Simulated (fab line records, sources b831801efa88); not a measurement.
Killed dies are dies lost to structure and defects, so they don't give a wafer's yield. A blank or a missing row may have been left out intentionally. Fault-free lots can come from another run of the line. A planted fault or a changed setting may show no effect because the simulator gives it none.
Matching of chambers + flow gf180mcu + GF_CONTACT_CVD_00 on hdpcvd-01 has 3 sister chambers
The step deposits SiO2, target thk 300 nm, time 50 s. 3 wafers are shown with their chamber, then 10 later ones without.

== EACH WAFER AND ITS CHAMBER ==
| wafer  | chamber | sih4_flow_sccm (sccm) |
|--------|---------|-----------------------|
| L964.3 | 1       | 60.21                 |
| L973.1 | 0       | 60.10                 |
| L973.3 | 2       | 60.01                 |

== WAFERS WITH NO CHAMBER GIVEN ==
| wafer  | sih4_flow_sccm (sccm) |
|--------|-----------------------|
| L973.4 | 60.18                 |
| L974.2 | 59.71                 |
| L974.3 | 60.16                 |
| L974.6 | 59.96                 |
| L975.1 | 59.97                 |
| L975.2 | 59.84                 |
| L975.3 | 60.29                 |
| L976.2 | 59.88                 |
| L976.3 | 60.10                 |
| L976.4 | 59.77                 |

== EACH ONE'S CHAMBER ==
| wafer  | from the rows above          | in truth |
|--------|------------------------------|----------|
| L973.4 | can't be placed: 1 or 0 or 2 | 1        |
| L974.2 | can't be placed: 2 or 0 or 1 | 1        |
| L974.3 | can't be placed: 1 or 0 or 2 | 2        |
| L974.6 | can't be placed: 2 or 0 or 1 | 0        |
| L975.1 | can't be placed: 2 or 0 or 1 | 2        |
| L975.2 | can't be placed: 2 or 0 or 1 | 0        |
| L975.3 | can't be placed: 1 or 0 or 2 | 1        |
| L976.2 | can't be placed: 2 or 0 or 1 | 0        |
| L976.3 | can't be placed: 0 or 2 or 1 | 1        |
| L976.4 | can't be placed: 2 or 0 or 1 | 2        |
Correct placement for 0 of the 10. Not placeable from these rows: 10 (in 10, the candidates include the true chamber). Wrongly placed: 0.
How it was worked out, from the rows above alone: a wafer's distance from a chamber is the root of the sum, over the readings, of the square of ((its reading less the chamber's mean) divided by the reading's scatter). If the next closest chamber is less than 2 further off than the closest, the wafer can't be placed; otherwise it belongs to the closest. The mean given for a chamber averages the wafers shown for that chamber. The scatter: root of mean squared gap, hidden wafer to nearest shown wafer, with one shown wafer a chamber.
